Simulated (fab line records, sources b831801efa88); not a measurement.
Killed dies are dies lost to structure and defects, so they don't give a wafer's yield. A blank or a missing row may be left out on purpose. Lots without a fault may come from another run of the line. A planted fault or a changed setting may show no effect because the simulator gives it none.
Which tool did it? | flow sfq_line | 14 lots, 42 wafers sampled, at 5 steps of a route of 325

WHAT THE GAUGES READ, wafer by wafer
SFQ_M0_RS_MEAS_904: measures by four-point-probe.
lot  | measured     | on            | M0_NB_RS (ohm/sq)
L691 | day 5 03:57  | film_metro-03 | 0.881 0.889 0.881
L692 | day 5 11:11  | film_metro-02 | 0.910 0.910 0.900
L693 | day 5 14:46  | film_metro-02 | 0.900 0.904 0.901
L694 | day 5 18:21  | film_metro-04 | 0.906 0.916 0.917
L695 | day 6 01:34  | film_metro-02 | 0.878 0.879 0.887
L696 | day 6 06:27  | film_metro-02 | 0.888 0.880 0.888
L697 | day 6 13:38  | film_metro-04 | 0.877 0.869 0.868
L698 | day 6 18:30  | film_metro-04 | 0.897 0.880 0.886
L701 | day 7 17:16  | film_metro-04 | 0.805 0.796 0.792
L703 | day 8 04:02  | film_metro-04 | 0.787 0.801 0.790
L711 | day 10 22:19 | film_metro-04 | 0.893 0.887 0.880
L712 | day 11 02:56 | film_metro-04 | 0.894 0.882 0.888
L713 | day 11 06:43 | film_metro-03 | 0.889 0.890 0.891
L714 | day 11 12:32 | film_metro-02 | 0.904 0.897 0.903

SFQ_M0_OVL_MEAS_906.
lot  | measured     | on         | M0_OVL (nm)
L691 | day 6 16:13  | overlay-01 | -4 2 -2
L692 | day 6 23:26  | overlay-02 | -2 1 9
L693 | day 7 03:01  | overlay-01 | 1 -8 -3
L694 | day 7 06:37  | overlay-02 | 1 -1 -4
L695 | day 7 13:50  | overlay-02 | 1 1 -2
L696 | day 7 17:25  | overlay-02 | -6 -4 -4
L697 | day 8 00:37  | overlay-01 | -4 -3 -9
L698 | day 8 06:37  | overlay-01 | -7 -6 -5
L701 | day 9 19:11  | overlay-01 | -6 -4 -4
L703 | day 10 05:58 | overlay-01 | 3 -7 7
L711 | day 12 21:07 | overlay-02 | -5 -6 -7
L712 | day 12 23:31 | overlay-02 | -8 -6 -7
L713 | day 13 04:19 | overlay-01 | -12 -8 -3
L714 | day 13 10:22 | overlay-01 | -15 -2 -10

SFQ_M3_RS_MEAS_919: measures by four-point-probe.
lot  | measured     | on            | M3_NB_RS (ohm/sq)
L691 | day 21 10:44 | film_metro-01 | 0.885 0.875 0.885
L692 | day 21 20:22 | film_metro-03 | 0.887 0.896 0.893
L693 | day 22 13:08 | film_metro-01 | 0.907 0.908 0.905
L694 | day 22 22:44 | film_metro-04 | 0.908 0.902 0.888
L695 | day 23 02:22 | film_metro-01 | 0.883 0.889 0.876
L696 | day 23 16:31 | film_metro-03 | 0.886 0.883 0.883
L697 | day 24 06:53 | film_metro-03 | 0.883 0.874 0.896
L698 | day 24 11:42 | film_metro-03 | 0.891 0.868 0.893
L701 | day 26 20:05 | film_metro-01 | 0.886 0.876 0.884
L703 | day 27 12:51 | film_metro-04 | 0.887 0.892 0.890
L711 | day 29 22:47 | film_metro-04 | 0.883 0.888 0.884
L712 | day 30 07:11 | film_metro-04 | 0.910 0.924 0.900
L713 | day 30 09:35 | film_metro-04 | 0.890 0.890 0.893
L714 | day 31 05:59 | film_metro-01 | 0.892 0.892 0.883

WHICH TOOL RAN EACH LOT (tool, then ch and the chambers of the sampled wafers, then the start)
lot  | SFQ_TRILAYER_M0_DEP_SPUTTER_019 | SFQ_TRILAYER_M0_ETCH_METAL_ETCH_024
L691 | pvd_sputter-03, day 5 03:50     | rie_metal-03 ch 0,1, day 6 16:19
L692 | pvd_sputter-04, day 5 11:04     | rie_metal-03 ch 0,1, day 6 23:34
L693 | pvd_sputter-06, day 5 14:40     | rie_metal-02 ch 0,1, day 7 03:07
L694 | pvd_sputter-06, day 5 18:14     | rie_metal-02 ch 0,1, day 7 06:43
L695 | pvd_sputter-03, day 6 01:26     | rie_metal-02 ch 0,1, day 7 13:58
L696 | pvd_sputter-04, day 6 06:20     | rie_metal-04 ch 0,1, day 7 17:31
L697 | pvd_sputter-03, day 6 13:32     | rie_metal-04 ch 0,1, day 8 00:43
L698 | pvd_sputter-04, day 6 18:23     | rie_metal-04 ch 0,1, day 8 06:43
L701 | pvd_sputter-06, day 7 17:08     | rie_metal-02 ch 0,1, day 9 19:19
L703 | pvd_sputter-06, day 8 03:56     | rie_metal-02 ch 0,1, day 10 06:04
L711 | pvd_sputter-06, day 10 22:13    | rie_metal-04 ch 0,1, day 12 21:13
L712 | pvd_sputter-06, day 11 02:50    | rie_metal-04 ch 0,1, day 12 23:37
L713 | pvd_sputter-04, day 11 06:37    | rie_metal-03 ch 0,1, day 13 04:25
L714 | pvd_sputter-03, day 11 12:26    | rie_metal-02 ch 0,1, day 13 10:28
- SFQ_TRILAYER_M0_DEP_SPUTTER_019: material Nb, target thk 200 nm, time 133.3 s.
- SFQ_TRILAYER_M0_ETCH_METAL_ETCH_024: etches Nb in Cl2/Ar, stops on SiO2, target depth 240 nm, time 120 s.

WHAT THE TOOLS THEMSELVES READ (means of the sampled wafers that have a number; where no wafer has one, the mark that the record gives instead)
SFQ_TRILAYER_M0_DEP_SPUTTER_019.
lot  | tool           | resputter_cathode_voltage_v (V) | throttle_valve_pct (%)
L691 | pvd_sputter-03 | 399                             | 29.7
L692 | pvd_sputter-04 | 402                             | 29.7
L693 | pvd_sputter-06 | 404                             | 29.0
L694 | pvd_sputter-06 | 402                             | 29.6
L695 | pvd_sputter-03 | 398                             | 29.5
L696 | pvd_sputter-04 | 398                             | 29.9
L697 | pvd_sputter-03 | 399                             | 29.8
L698 | pvd_sputter-04 | 401                             | 29.7
L701 | pvd_sputter-06 | 400                             | 29.4
L703 | pvd_sputter-06 | 404                             | 29.1
L711 | pvd_sputter-06 | 398                             | 29.3
L712 | pvd_sputter-06 | 397                             | 29.2
L713 | pvd_sputter-04 | 398                             | 29.0
L714 | pvd_sputter-03 | 401                             | 29.6

SFQ_TRILAYER_M0_ETCH_METAL_ETCH_024.
lot  | tool         | drypump_motor_current_A (A) | oes_product_au (a.u.)
L691 | rie_metal-03 | 5.8                         | 0.900
L692 | rie_metal-03 | 5.8                         | 0.886
L693 | rie_metal-02 | 4.8                         | 0.889
L694 | rie_metal-02 | 5.1                         | 0.880
L695 | rie_metal-02 | 5.1                         | 0.900
L696 | rie_metal-04 | 6.3                         | 0.894
L697 | rie_metal-04 | 6.3                         | 0.903
L698 | rie_metal-04 | 5.9                         | 0.896
L701 | rie_metal-02 | 4.8                         | 0.956
L703 | rie_metal-02 | 4.8                         | 0.955
L711 | rie_metal-04 | 5.9                         | 0.896
L712 | rie_metal-04 | 5.9                         | 0.898
L713 | rie_metal-03 | 5.8                         | 0.897
L714 | rie_metal-02 | 4.8                         | 0.888

THE ANSWER, worked out from the rows above alone
Rule: what is usual is taken from the lots themselves. Put in order of their means at a reading, lots are off if they are a third of the lots or fewer, leave a main group of 4 or more, and stand apart from it by a gap of 3 or more times the standard deviation of the main group's means; of several such gaps the widest counts. A main group whose means are all the same, to the digits that the tables above print for the reading, isn't used. A lot without any number at a reading at which 4 lots or more have one is off too. The other lots that the step has rows for count as sound. The gauges are gone through in route order, then the tools' own readings, and for those a lot's mean is taken as printed above. The first step at which some lot is off is used, and at that step the reading that is off furthest; a lot without a number counts as furthest.
Off: L701, L703, at SFQ_M0_RS_MEAS_904 (M0_NB_RS). The main group: mean 0.891 ohm/sq, standard deviation 0.011.
A tool fits if, at a process step before that reading, it ran every lot that is off, and no sound lot after the first of them. The gauges at SFQ_M0_RS_MEAS_904 aren't tried: what is off there is off at SFQ_TRILAYER_M0_ETCH_METAL_ETCH_024 too, on other tools, and a gauge's error can't cause that. None of those tried fits.

WHAT THE SIMULATOR HAD PUT IN
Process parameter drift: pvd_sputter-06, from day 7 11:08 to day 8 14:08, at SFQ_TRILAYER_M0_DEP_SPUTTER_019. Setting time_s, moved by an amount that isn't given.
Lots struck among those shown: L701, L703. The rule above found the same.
